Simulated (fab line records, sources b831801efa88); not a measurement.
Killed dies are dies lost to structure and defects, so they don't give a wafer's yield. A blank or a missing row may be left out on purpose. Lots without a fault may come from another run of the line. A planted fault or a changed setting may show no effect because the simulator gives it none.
Which tool did it? | flow gf180mcu | 13 lots, 39 wafers sampled, at 5 steps of a route of 602

WHAT THE GAUGES READ, wafer by wafer
The record holds no reading of a measuring or inspecting step that can be judged against a usual standard deviation.

WHICH TOOL RAN EACH LOT (tool, then ch and the chambers of the sampled wafers, then the start)
lot  | GF_POLY_GATE_COAT_05              | GF_POLY_GATE_STRIP_14                | GF_M2_SPUTTER_00             | GF_V2_SPUTTER_22             | GF_M3_SPUTTER_00
L111 | litho_track-01 ch 0, day 8 18:00  | plasma_asher-02 ch 0,1, day 9 03:22  | pvd_sputter-01, day 18 01:20 | pvd_sputter-01, day 20 03:39 | pvd_sputter-02, day 20 04:17
L112 | litho_track-01 ch 0, day 9 05:00  | plasma_asher-02 ch 0,1, day 9 14:10  | pvd_sputter-03, day 18 13:14 | pvd_sputter-02, day 20 15:52 | pvd_sputter-04, day 20 16:30
L113 | litho_track-03 ch 0, day 9 11:00  | plasma_asher-03 ch 0,1, day 9 20:23  | pvd_sputter-02, day 18 20:49 | pvd_sputter-01, day 20 23:53 | pvd_sputter-02, day 21 00:31
L114 | litho_track-01 ch 0, day 9 16:00  | plasma_asher-04 ch 0,1, day 10 01:23 | pvd_sputter-01, day 19 08:01 | pvd_sputter-01, day 21 10:56 | pvd_sputter-02, day 21 11:34
L116 | litho_track-02 ch 0, day 10 02:00 | plasma_asher-03 ch 0, day 10 11:55   | pvd_sputter-02, day 19 20:43 | pvd_sputter-04, day 21 23:04 | pvd_sputter-03, day 21 23:41
L117 | litho_track-03 ch 0, day 10 09:00 | plasma_asher-03 ch 0,1, day 10 19:28 | pvd_sputter-01, day 20 09:04 | pvd_sputter-01, day 22 10:15 | pvd_sputter-03, day 22 10:53
L118 | litho_track-03 ch 0, day 10 15:00 | plasma_asher-02 ch 0,1, day 11 00:52 | pvd_sputter-01, day 20 16:05 | pvd_sputter-04, day 22 17:15 | pvd_sputter-03, day 22 17:53
L119 | litho_track-02 ch 0, day 11 01:00 | plasma_asher-03 ch 0,1, day 11 11:01 | pvd_sputter-01, day 21 00:52 | pvd_sputter-02, day 23 05:11 | pvd_sputter-04, day 23 05:49
L123 | litho_track-01 ch 0, day 12 01:00 | plasma_asher-02 ch 0,1, day 12 11:56 | pvd_sputter-02, day 22 06:07 | pvd_sputter-01, day 24 04:38 | pvd_sputter-03, day 24 05:16
L126 | litho_track-03 ch 0, day 13 02:00 | plasma_asher-02 ch 1, day 13 12:32   | pvd_sputter-01, day 23 12:58 | pvd_sputter-02, day 25 11:03 | pvd_sputter-04, day 25 11:41
L130 | litho_track-02 ch 0, day 14 08:00 | plasma_asher-04 ch 0,1, day 14 19:46 | pvd_sputter-03, day 24 20:16 | pvd_sputter-02, day 26 15:58 | pvd_sputter-03, day 26 16:35
L132 | litho_track-01 ch 0, day 15 06:00 | plasma_asher-02 ch 1, day 15 17:14   | pvd_sputter-01, day 25 19:17 | pvd_sputter-04, day 27 14:09 | pvd_sputter-02, day 27 14:47
L134 | litho_track-03 ch 0, day 15 14:00 | plasma_asher-03 ch 0,1, day 16 02:13 | pvd_sputter-03, day 26 05:18 | pvd_sputter-02, day 28 01:22 | pvd_sputter-04, day 28 02:01
- GF_POLY_GATE_COAT_05: resist thk 700 nm.
- GF_POLY_GATE_STRIP_14: strips in O2/N2.
- GF_M2_SPUTTER_00: material Ti, target thk 37.5 nm, time 150 s.
- GF_V2_SPUTTER_22: material TiN, target thk 10 nm, time 40 s.
- GF_M3_SPUTTER_00: material Ti, target thk 37.5 nm, time 150 s.

WHAT THE TOOLS THEMSELVES READ (means of the sampled wafers that have a number; where no wafer has one, the mark that the record gives instead)
GF_POLY_GATE_COAT_05.
lot  | tool           | exhaust_pa (Pa)
L111 | litho_track-01 | 45.3
L112 | litho_track-01 | 45.5
L113 | litho_track-03 | 44.1
L114 | litho_track-01 | 46.8
L116 | litho_track-02 | 45.1
L117 | litho_track-03 | 43.8
L118 | litho_track-03 | 45.4
L119 | litho_track-02 | 44.8
L123 | litho_track-01 | 44.1
L126 | litho_track-03 | 44.8
L130 | litho_track-02 | 46.2
L132 | litho_track-01 | 44.5
L134 | litho_track-03 | 44.5

GF_POLY_GATE_STRIP_14.
lot  | tool            | drypump_motor_current_A (A) | heater_power_w (W) | n2_flow_sccm (sccm) | oes_product_au (a.u.)
L111 | plasma_asher-02 | 6.2                         | 308                | 300.1               | 0.508
L112 | plasma_asher-02 | 5.7                         | 311                | 300.3               | 0.502
L113 | plasma_asher-03 | 5.3                         | 308                | 299.8               | 0.505
L114 | plasma_asher-04 | 5.9                         | 320                | 298.7               | 0.503
L116 | plasma_asher-03 | 5.8                         | 344                | 300.5               | 0.507
L117 | plasma_asher-03 | 5.5                         | 323                | 300.5               | 0.500
L118 | plasma_asher-02 | 5.7                         | 315                | 299.5               | 0.505
L119 | plasma_asher-03 | 5.3                         | 309                | 299.8               | 0.509
L123 | plasma_asher-02 | 5.7                         | 320                | 300.0               | 0.508
L126 | plasma_asher-02 | 6.6                         | 300                | 300.4               | 0.507
L130 | plasma_asher-04 | 5.9                         | 326                | 299.5               | 0.521
L132 | plasma_asher-02 | 6.6                         | 296                | 299.8               | 0.502
L134 | plasma_asher-03 | 5.3                         | 306                | 300.8               | 0.505

GF_M2_SPUTTER_00.
lot  | tool           | throttle_valve_pct (%)
L111 | pvd_sputter-01 | 29.9
L112 | pvd_sputter-03 | 28.9
L113 | pvd_sputter-02 | 30.3
L114 | pvd_sputter-01 | 30.1
L116 | pvd_sputter-02 | 30.7
L117 | pvd_sputter-01 | 29.7
L118 | pvd_sputter-01 | 29.7
L119 | pvd_sputter-01 | 30.0
L123 | pvd_sputter-02 | 31.0
L126 | pvd_sputter-01 | 29.4
L130 | pvd_sputter-03 | 30.2
L132 | pvd_sputter-01 | 29.8
L134 | pvd_sputter-03 | 29.8

GF_V2_SPUTTER_22.
lot  | tool           | throttle_valve_pct (%)
L111 | pvd_sputter-01 | 30.0
L112 | pvd_sputter-02 | 30.2
L113 | pvd_sputter-01 | 29.9
L114 | pvd_sputter-01 | 29.4
L116 | pvd_sputter-04 | 29.7
L117 | pvd_sputter-01 | 29.3
L118 | pvd_sputter-04 | 30.1
L119 | pvd_sputter-02 | 30.9
L123 | pvd_sputter-01 | 29.0
L126 | pvd_sputter-02 | 30.2
L130 | pvd_sputter-02 | 30.7
L132 | pvd_sputter-04 | 29.5
L134 | pvd_sputter-02 | 30.2

GF_M3_SPUTTER_00.
lot  | tool           | throttle_valve_pct (%)
L111 | pvd_sputter-02 | 30.8
L112 | pvd_sputter-04 | 29.5
L113 | pvd_sputter-02 | 30.1
L114 | pvd_sputter-02 | 30.5
L116 | pvd_sputter-03 | 30.6
L117 | pvd_sputter-03 | 29.9
L118 | pvd_sputter-03 | 30.5
L119 | pvd_sputter-04 | 30.2
L123 | pvd_sputter-03 | 29.8
L126 | pvd_sputter-04 | 29.2
L130 | pvd_sputter-03 | 29.8
L132 | pvd_sputter-02 | 31.0
L134 | pvd_sputter-04 | 29.1

THE ANSWER, worked out from the rows above alone
Rule: what is usual is taken from the lots themselves. Put in order of their means at a reading, lots are off if they are a third of the lots or fewer, leave a main group of 4 or more, and stand apart from it by a gap of 3 or more times the standard deviation of the main group's means; of several such gaps the widest counts. A main group whose means are all the same, to the digits that the tables above print for the reading, isn't used. A lot without any number at a reading at which 4 lots or more have one is off too. The other lots that the step has rows for count as sound. The gauges are gone through in route order, then the tools' own readings, and for those a lot's mean is taken as printed above. The first step at which some lot is off is used, and at that step the reading that is off furthest; a lot without a number counts as furthest.
Off: L130, at GF_POLY_GATE_STRIP_14 (oes_product_au). The main group: mean 0.505 a.u., standard deviation 0.0027.
A tool fits if, at that step or a process step before it, it ran every lot that is off, and no sound lot after the first of them. Can't be told from this: 2 tools fit, litho_track-02 at GF_POLY_GATE_COAT_05, plasma_asher-04 at GF_POLY_GATE_STRIP_14.

WHAT THE SIMULATOR HAD PUT IN
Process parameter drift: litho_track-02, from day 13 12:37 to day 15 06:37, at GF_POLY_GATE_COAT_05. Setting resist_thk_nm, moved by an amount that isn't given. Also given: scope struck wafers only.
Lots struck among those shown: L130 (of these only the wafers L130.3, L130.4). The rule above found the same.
